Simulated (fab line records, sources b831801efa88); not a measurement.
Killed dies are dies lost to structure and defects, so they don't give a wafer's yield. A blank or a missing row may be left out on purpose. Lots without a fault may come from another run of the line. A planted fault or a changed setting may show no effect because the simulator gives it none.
Which tool did it? | flow sky130 | 13 lots, 39 wafers sampled, at 2 steps of a route of 708

WHAT THE GAUGES READ, wafer by wafer
The record holds no reading of a measuring or inspecting step that can be judged against a usual standard deviation.

WHICH TOOL RAN EACH LOT (tool, then ch and the chambers of the sampled wafers, then the start)
lot  | SKY_POLY_GATE_ETCH_15              | SKY_PAD_OPEN_PROBE_99
L466 | rie_diel-03 ch 0,2,3, day 16 23:19 | prober-02, day 46 12:35
L467 | rie_diel-03 ch 1,2,3, day 17 07:37 | prober-01, day 46 22:52
L468 | rie_diel-02 ch 0,3, day 17 18:23   | prober-02, day 47 08:32
L470 | rie_diel-03 ch 0,2,3, day 18 09:17 | prober-01, day 47 12:40
L474 | rie_diel-01 ch 0,1,3, day 19 20:28 | prober-02, day 48 12:43
L476 | rie_diel-01 ch 1,2,3, day 20 17:25 | prober-02, day 49 02:52
L479 | rie_diel-03 ch 0,1,2, day 21 14:46 | prober-02, day 49 14:31
L482 | rie_diel-03 ch 0,3, day 22 15:37   | prober-02, day 50 05:46
L483 | rie_diel-02 ch 1,2,3, day 22 19:01 | prober-01, day 50 07:29
L487 | rie_diel-03 ch 0,1,2, day 24 11:19 | prober-01, day 51 05:51
L486 | rie_diel-02 ch 0,1,3, day 24 17:14 | prober-02, day 51 08:40
L488 | rie_diel-01 ch 0,3, day 24 18:10   | prober-01, day 51 09:56
L489 | rie_diel-03 ch 0,2,3, day 25 05:28 | prober-02, day 51 14:35
- SKY_POLY_GATE_ETCH_15: etches BARC in N2/H2, stops on SiO2, time 118.5 s, target depth 110 nm.
- SKY_PAD_OPEN_PROBE_99

WHAT THE TOOLS THEMSELVES READ (means of the sampled wafers that have a number; where no wafer has one, the mark that the record gives instead)
SKY_POLY_GATE_ETCH_15. Usual: chamber_pressure_mTorr 30.002 mTorr, standard deviation 0.027; drypump_motor_current_A 5.8 A, standard deviation 0.57; oes_product_au 0.717 a.u., standard deviation 0.0048; throttle_valve_pct 13.213 %, standard deviation 0.0093.
lot  | tool        | chamber_pressure_mTorr (mTorr) | drypump_motor_current_A (A) | oes_product_au (a.u.) | throttle_valve_pct (%) | flag
L466 | rie_diel-03 | 30.018                         | 5.7                         | 0.714                 | 13.214                 |
L467 | rie_diel-03 | 30.009                         | 6.2                         | 0.714                 | 13.209                 |
L468 | rie_diel-02 | 29.997                         | 5.8                         | 0.716                 | 13.209                 |
L470 | rie_diel-03 | 29.990                         | 5.7                         | 0.716                 | 13.215                 |
L474 | rie_diel-01 | 30.013                         | 5.8                         | 0.720                 | 13.203                 |
L476 | rie_diel-01 | 32.013                         | 5.6                         | 0.714                 | 13.206                 | OFF
L479 | rie_diel-03 | 30.025                         | 6.2                         | 0.718                 | 13.216                 |
L482 | rie_diel-03 | 30.004                         | 5.2                         | 0.715                 | 13.213                 |
L483 | rie_diel-02 | 29.975                         | 5.8                         | 0.711                 | 13.202                 |
L487 | rie_diel-03 | 29.994                         | 6.2                         | 0.712                 | 13.211                 |
L486 | rie_diel-02 | 30.009                         | 5.7                         | 0.717                 | 13.217                 |
L488 | rie_diel-01 | 29.978                         | 5.7                         | 0.720                 | 13.217                 |
L489 | rie_diel-03 | 30.013                         | 5.7                         | 0.719                 | 13.214                 |

SKY_PAD_OPEN_PROBE_99. Usual: killed_at_M0_to_M3 44, standard deviation 6.9; killed_at_M4_up 3.1, standard deviation 1.7; killed_at_contacts 25, standard deviation 5.6; killed_at_front_end 14, standard deviation 4.3; killed_at_other 0.3, standard deviation 0.51; killed_dies 86, standard deviation 9.8; killed_open 47, standard deviation 6.5; killed_short 39, standard deviation 6.6.
lot  | tool      | killed_at_M0_to_M3 | killed_at_M4_up | killed_at_contacts | killed_at_front_end | killed_at_other | killed_dies | killed_open | killed_short | flag
L466 | prober-02 | 45                 | 2.3             | 29                 | 21                  | 0.3             | 98          | 54          | 44           |
L467 | prober-01 | 49                 | 1.7             | 31                 | 20                  | 0.0             | 101         | 57          | 43           |
L468 | prober-02 | 43                 | 4.7             | 22                 | 18                  | 0.0             | 88          | 45          | 43           |
L470 | prober-01 | 51                 | 2.7             | 25                 | 12                  | 0.0             | 91          | 53          | 38           |
L474 | prober-02 | 44                 | 4.3             | 20                 | 16                  | 0.3             | 85          | 50          | 35           |
L476 | prober-02 | 46                 | 4.7             | 20                 | 13                  | 0.0             | 83          | 41          | 42           |
L479 | prober-02 | 40                 | 3.0             | 29                 | 16                  | 0.3             | 88          | 47          | 41           |
L482 | prober-02 | 49                 | 4.3             | 22                 | 15                  | 0.7             | 90          | 49          | 41           |
L483 | prober-01 | 42                 | 1.3             | 20                 | 17                  | 0.0             | 80          | 41          | 39           |
L487 | prober-01 | 39                 | 2.0             | 23                 | 13                  | 0.3             | 77          | 42          | 35           |
L486 | prober-02 | 36                 | 4.3             | 26                 | 16                  | 0.0             | 82          | 46          | 36           |
L488 | prober-01 | 34                 | 3.3             | 24                 | 12                  | 0.3             | 74          | 45          | 29           |
L489 | prober-02 | 47                 | 1.7             | 21                 | 17                  | 0.3             | 87          | 41          | 46           |

THE ANSWER, worked out from the rows above alone
Rule: a lot is off if the mean of its wafers that have a number lies more than 3 standard deviations from the usual mean. A lot without any number at a reading at which 4 lots or more have one is off too. The other lots that the step has rows for count as sound. The gauges are gone through in route order, then the tools' own readings, and for those a lot's mean is taken as printed above. The first step at which some lot is off is used, and at that step the reading that is off furthest; a lot without a number counts as furthest.
Off: L476, at SKY_POLY_GATE_ETCH_15 (chamber_pressure_mTorr).
A tool fits if, at that step or a process step before it, it ran every lot that is off, and no sound lot after the first of them. None of those tried fits.

WHAT THE SIMULATOR HAD PUT IN
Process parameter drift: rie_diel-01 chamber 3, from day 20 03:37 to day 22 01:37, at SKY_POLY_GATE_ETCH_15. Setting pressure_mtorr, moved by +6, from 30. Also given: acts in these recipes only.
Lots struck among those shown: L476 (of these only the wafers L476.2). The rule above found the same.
